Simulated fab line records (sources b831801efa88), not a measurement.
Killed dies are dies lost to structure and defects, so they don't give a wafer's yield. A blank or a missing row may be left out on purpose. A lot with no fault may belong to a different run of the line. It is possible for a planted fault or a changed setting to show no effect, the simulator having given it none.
The same fault as seen by 2 desks + flow gf180mcu + what lay behind the numbers comes last; until then each desk has only its own

## METROLOGY DESK
What the gauges read, lot by lot, whatever tool the lot ran on: means of the sampled wafers that have a number. Marked OUT: a lot whose mean sits more than 4 standard deviations from the usual mean, which makes it out of limits; the brackets give that distance.
Columns: A = V2_W_RS at GF_V2_RS_MEAS_24, usual 0.327 ohm/sq; B = V2_W_THK at GF_V2_THK_MEAS_25, usual 346 nm
| lot  | first seen here | A     | B   |
|------|-----------------|-------|-----|
| L526 | day 21 21:53    | 0.331 | 346 |
| L532 | day 23 14:32    | 0.321 | 350 |
| L533 | day 24 01:29    | 0.336 | 339 |
| L536 | day 25 01:05    | 0.322 | 345 |
| L540 | day 26 05:17    | 0.325 | 347 |
| L545 | day 27 13:59    | 0.328 | 343 |
This desk's finding: nothing out of limits on any of the 6 lots.

## AT THE TOOL OWNER'S DESK: pvd sputter-04
At GF_M3_SPUTTER_01 (material TiN, target thk 30 nm, time 25 s) the tool's own readings: per lot run on this tool, the mean of the sampled wafers that have a number. Marked OUT: a lot whose mean sits more than 4 standard deviations from the usual mean, which makes it out of limits; the brackets give that distance.
Columns: A = chamber pressure pa at GF_M3_SPUTTER_01, usual 0.4000 Pa; B = throttle valve pct at GF_M3_SPUTTER_01, usual 30.0 %
| lot  | first seen here | A                        | B               |
|------|-----------------|--------------------------|-----------------|
| L532 | day 23 15:05    | 0.3172 (-99 or more) OUT | 36.4 (+6.7) OUT |
| L533 | day 24 02:03    | 0.3170 (-99 or more) OUT | 37.4 (+7.7) OUT |
| L545 | day 27 14:34    | 0.3993                   | 30.4            |
This desk finds L532, L533 out of limits, L532 being first, at day 23 15:05 (chamber pressure pa at GF_M3_SPUTTER_01). In limits: L545.

## PUT TOGETHER
The tool owner's desk had the chance to raise an alarm at day 23 15:05 on L532, L533.
The metrology desk saw nothing out of limits.
The metrology desk holds a record of L532, L533, inside its limits.
The lots listed all ran GF_M3_SPUTTER_01 on pvd sputter-04.

## WHAT WAS PUT IN BY THE SIMULATOR
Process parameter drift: pvd sputter-04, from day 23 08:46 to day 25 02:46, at GF_M3_SPUTTER_01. The setting chamber pressure pa was moved by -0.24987, starting from 0.4. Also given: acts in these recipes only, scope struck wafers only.
Shown lots that were struck: L532, L533.
How many hours passed from the start of the fault until each desk's first out-of-limits reading: the tool owner's desk, 6.
